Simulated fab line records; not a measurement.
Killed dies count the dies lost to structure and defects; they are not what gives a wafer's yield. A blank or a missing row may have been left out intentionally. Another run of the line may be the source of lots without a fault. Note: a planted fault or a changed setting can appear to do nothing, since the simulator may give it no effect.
Problem report, 8D (eight disciplines) form, completed by code / flow sky130 / the parts of the form that need people (team, actions taken, sign-off) are left out

## 1. THE PROBLEM
Wafers without a fault read 89.13 s, standard deviation 0.19; run length s at SKY_VT_ADJUST_HVTP_SOFTBAKE_03 reads a mean of 113.56 s on 3 wafers belonging to 2 lots. That is +99 or more standard deviations from the usual mean.
The step: time 60 s.
The first sign was on wafer L778.5 at day 8 20:53, on litho track-02. The record has a number at this step for 42 wafers belonging to 14 lots. Rule for "out", or "out of limits": more than 4 standard deviations from the usual mean. All remaining wafers that have a number are taken as sound.

## 2. WHAT THIS IS AND IS NOT
question=which readings at this step | is=run length s | is not=-
question=which lots | is=L778, L779 | is not=L766, L767, L769, L770, L771, L772, L774, L782, L785, L786, L787, L789
question=which wafers of those lots | is=L778.5, L779.2, L779.5 | is not=L778.3, L778.4, L779.3
question=read on which tools | is=litho track-02 | is not=litho track-01, litho track-04
question=when | is=from day 8 20:53 | is not=up to then (23 sound wafers); but 16 sound wafers of L779, L782, L785, L786, L787, L789 came after

## 3. WHAT RULES OUT EACH SUSPECT
Counting: any tool at a process step up to the reading remains a suspect provided it ran every lot that is out. Sound lots after the first of them don't rule it out here, since some wafers of a struck lot are sound.
- rtp anneal-01 at SKY_NWELL_RTA_28 (time 30 s): kept. Ran every lot that is out, first one L778 (day 8 09:47); last sound lot up to then L772 (day 7 01:42).
- litho track-02 at SKY_VT_ADJUST_HVTP_SOFTBAKE_03 (time 60 s): kept. Ran every lot that is out, first one L778 (day 8 20:53); last sound lot up to then L766 (day 6 07:47). Its own run length s readings are out on those wafers.
The count leaves litho track-02 at SKY_VT_ADJUST_HVTP_SOFTBAKE_03 and rtp anneal-01 at SKY_NWELL_RTA_28.

## 4. THE CAUSE (what the simulator had put in)
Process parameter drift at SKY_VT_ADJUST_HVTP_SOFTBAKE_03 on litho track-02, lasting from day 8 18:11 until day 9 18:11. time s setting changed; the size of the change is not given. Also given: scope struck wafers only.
Counting left 2 suspects, and this tool is among them.

## 5. THE CHAIN OF EFFECTS, in route order
One row per reading whose mean, taken over the struck wafers that have a number, lies over 3 standard deviations from the usual. Scope: only readings with a usual standard deviation given in the record; hours: median across lots of the time from each lot's start at the first step in this table that gives one to its start at this step; sigmas: change in usual standard deviations.
hours=0; step=SKY_VT_ADJUST_HVTP_SOFTBAKE_03; reading=run length s; usual=89.13 s; on struck wafers=113.56; change=+24.43; sigmas=+99 or more
The process steps in it:
- SKY_VT_ADJUST_HVTP_SOFTBAKE_03: time 60 s.
Later measuring or inspecting steps at which every struck wafer that the step has a row for has a number for every such reading, and none has moved that far: SKY_VT_ADJUST_HVTP_OVL_MEAS_08, SKY_VT_ADJUST_LVTN_OVL_MEAS_07.

## 6. HOW IT WOULD HAVE BEEN CAUGHT EARLIER
3 hours passed between the start of the fault at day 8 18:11 and the first reading out of limits in this record, taken at day 8 20:53.
